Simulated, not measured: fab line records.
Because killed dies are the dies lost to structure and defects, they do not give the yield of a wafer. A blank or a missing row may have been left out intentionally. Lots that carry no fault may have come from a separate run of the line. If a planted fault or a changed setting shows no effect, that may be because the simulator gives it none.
Split-lot study    flow gf180mcu    5 lots, 23 wafers read, on a route of 602 steps

== SPLIT DETAILS ==
At GF_MIM_SPUTTER_08 (material AlCu, target thk 200 nm, time 10.6 s), the setting timeS was moved away from the recipe's 10.6 s on 8 of the 23 wafers read, by +6.9% to +14.2%. All remaining wafers had this setting at the recipe value.

== FROM THE SPLIT TO THE READING: what the file shows between them, 2 steps ==
- GF_MIM_SPUTTER_09: material TiN, target thk 35 nm, time 29.2 s
- GF_MIM_RS_MEAS_10: measures by four-point-probe

== THE READING ==
MIM_ALCU_THK, in nm, at GF_MIM_THK_MEAS_11 (measures by xrf). On this fab line, fault-free wafers typically give 201.0 nm with a standard deviation of 2 nm.

wafer   tool, chamber at the split  timeS as run, s  against the recipe  MIM_ALCU_THK, nm  against lot-mates on the recipe
L079.1  pvdSputter-01, -            12.11            +14.2%              230.3             +28.4
L079.3  pvdSputter-01, -            10.6             recipe              201.5             -
L079.4  pvdSputter-01, -            10.6             recipe              202.3             -
L079.5  pvdSputter-01, -            12.11            +14.2%              230.2             +28.3
L079.6  pvdSputter-01, -            12.11            +14.2%              231.4             +29.5
L081.1  pvdSputter-02, -            10.6             recipe              204.2             -
L081.2  pvdSputter-02, -            10.6             recipe              206.3             -
L081.3  pvdSputter-02, -            10.6             recipe              203.3             -
L081.5  pvdSputter-02, -            10.6             recipe              203.5             -
L081.6  pvdSputter-02, -            10.6             recipe              205.2             -
L080.1  pvdSputter-01, -            11.33            +6.9%               214.3             +12.4
L080.2  pvdSputter-01, -            11.33            +6.9%               217.0             +15.1
L080.3  pvdSputter-01, -            10.6             recipe              200.5             -
L080.4  pvdSputter-01, -            10.6             recipe              203.3             -
L080.5  pvdSputter-01, -            11.33            +6.9%               217.8             +15.9
L082.1  pvdSputter-01, -            10.6             recipe              201.9             -
L082.2  pvdSputter-01, -            10.6             recipe              201.6             -
L082.3  pvdSputter-01, -            11.64            +9.8%               220.9             +19.7
L082.4  pvdSputter-01, -            11.64            +9.8%               220.9             +19.7
L082.5  pvdSputter-01, -            10.6             recipe              200.1             -
L085.3  pvdSputter-03, -            10.6             recipe              201.4             -
L085.4  pvdSputter-03, -            10.6             recipe              201.7             -
L085.6  pvdSputter-03, -            10.6             recipe              200.3             -

FIT RESULTS
A straight line over all 23 wafers: MIM_ALCU_THK changes by +1.96 nm for each +1% of timeS; r = +0.99; the points scatter about the line by 1.6 nm.
The same after taking each lot's own level away (the mean of its wafers on the recipe; 23 wafers): +2.02 nm for each +1%; r = +1.00; scatter 1 nm.
Per that fit: largest timeS move, reading shift of 29 nm.
Across the lots, their own levels run from 201.13 to 204.50 nm, a range of 1.7 times the standard deviation given above.
Consequently the slope shifts little with the lot-to-lot level, the two slopes agreeing.
Check: for one of the wafers moved furthest among these (+14.2%), held out of the fit, the line's prediction against its lot-mates is +29 nm. It came out at +28.4 nm against them.

== THESE WAFERS: OTHER SPLITS ==
Note: prior to the reading, these wafers also went through further splits. Each is held against what the fit with the lots' levels taken away leaves over:
other split on the same wafers  wafers away from the commonest value  r with MIM_ALCU_THK (lot level and that fit taken away)
GF_V4_CVD_00 sih4FlowSccm       11                                    -0.15
GF_V4_EXPOSE_11 doseMj          6                                     -0.01
GF_V4_ETCH_16 ionEnergyEv       10                                    -0.08
GF_V4_SPUTTER_22 timeS          8                                     -0.09

== THE WHOLE CHAIN: every reading that the file lists as answering this split, in the file's order ==
step                what it does                                   reading                                                                        change (the file's fit)               r (the file's)
GF_MIM_SPUTTER_08   material AlCu, target thk 200 nm, time 10.6 s  AlCu_of_MIM_SPUTTER_08.thkNm (the simulator's own value, which no gauge read)  +1.99 nm for each +1% of the setting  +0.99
GF_MIM_RS_MEAS_10   measures by four-point-probe                   MIM_ALCU_RS                                                                    -0.0015 for each +1% of the setting   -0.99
GF_MIM_THK_MEAS_11  measures by xrf                                MIM_ALCU_THK                                                                   +2.03 for each +1% of the setting     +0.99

== FILE'S OWN FIT ==
MIM_ALCU_THK changes by +2.03 nm for each +1% of timeS, r = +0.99.
